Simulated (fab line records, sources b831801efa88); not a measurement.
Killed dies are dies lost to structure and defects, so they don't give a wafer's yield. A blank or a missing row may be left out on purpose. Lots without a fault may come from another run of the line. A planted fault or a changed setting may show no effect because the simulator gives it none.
A struck lot beside a sound one | flow gf180mcu | 15 steps out of a route of 602
Sound: wafers L477.2, L477.4, L477.5. Struck: wafer L483.5. (L483.4 of the same lot was not struck and is left out.) The cause comes at the end.
At each step with rows: each side's tool, then ch and its chambers, then its first start. Under that, the readings that differ: sound wafers | struck wafers | difference of the means | sigmas: that difference in standard deviations of wafers without a fault.
alike: readings whose means differ by less than 2 such deviations, and words and numbers that are the same on both sides. not compared: withheld readings, readings that some wafer has no value for, bounds like >300 that may hide the same value, and numbers for which the record gives no deviation and whose values overlap.
The two part at a step that has a row with sigmas, a row that says differs or no value, or rows on one side only. Numbers that don't overlap but have no deviation are shown without sigmas and don't part them. A reading that every wafer of one side lacks parts them only if that side has two wafers or more.

GF_POLY_GATE_THK_MEAS_01:
  sound on film_metro-01, day 11 10:37; struck on film_metro-04, day 13 01:53
  alike: POLY_GATE_CVD_00_THK
then, 8 steps without rows for these wafers: GF_POLY_GATE_DEHYDRATE_02 (time 60 s); GF_POLY_GATE_HMDS_03 (prime time 60 s); GF_POLY_GATE_COAT_04; GF_POLY_GATE_COAT_05 (resist thk 700 nm); GF_POLY_GATE_SOFTBAKE_06 (time 60 s); GF_POLY_GATE_EXPOSE_07 (exposes mask Poly2, target cd 280 nm); GF_POLY_GATE_PEB_08 (peb time 90 s); GF_POLY_GATE_DEVELOP_09 (develop time 60 s).
GF_POLY_GATE_CD_MEAS_10: target cd 280 nm.
  sound on cd_sem-02, day 12 05:41; struck on cd_sem-01, day 13 21:55
  alike: cd_nm
GF_POLY_GATE_OVL_MEAS_11:
  sound on overlay-02, day 12 05:47; struck on overlay-01, day 13 21:59
  alike: POLY_GATE_OVL
GF_POLY_GATE_ETCH_12: etches BARC in N2/H2.
  sound on rie_diel-02 ch 0,1,2, day 12 05:49; struck on rie_diel-03 ch 3, day 13 22:01
  alike: drypump_motor_current_A, oes_product_au, throttle_valve_pct
GF_POLY_GATE_ETCH_13: etches poly-Si in HBr/Cl2, stops on SiO2, target depth 198.5 nm, time 69.6 s.
  sound on rie_si-02 ch 0,3, day 12 05:52; struck on rie_si-02 ch 1, day 13 22:04
  reading                                          | sound             | struck | difference | sigmas
  run_length_s (s)                                 | 97.8 97.3 97.3    | 101.0  | +3.5       | +9
  model.SiO2_of_DUAL_GATE_OXIDATION_02.thk_nm (nm) | 14.59 14.72 14.63 | 14.48  | -0.17      |
  alike: drypump_motor_current_A, oes_product_au, throttle_valve_pct
  not compared: rf_hours_counter_h
GF_POLY_GATE_STRIP_14: strips in O2/N2.
  sound on plasma_asher-02 ch 1, day 12 05:55; struck on plasma_asher-03 ch 0, day 13 22:09
  reading            | sound       | struck | difference | sigmas
  heater_power_w (W) | 301 288 293 | 332    | +38        | +3
  alike: drypump_motor_current_A, oes_product_au
  not compared: rf_hours_counter_h
then, 1 step without rows for these wafers: GF_PASSIVATION_PROBE_99.

WHERE THEY PART
First at GF_POLY_GATE_ETCH_13; last, within this record, at GF_POLY_GATE_STRIP_14.

WHY: what the simulator had put in
Process parameter drift: rie_si-02, from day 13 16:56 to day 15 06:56, at GF_POLY_GATE_ETCH_13. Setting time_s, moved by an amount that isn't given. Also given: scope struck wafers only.
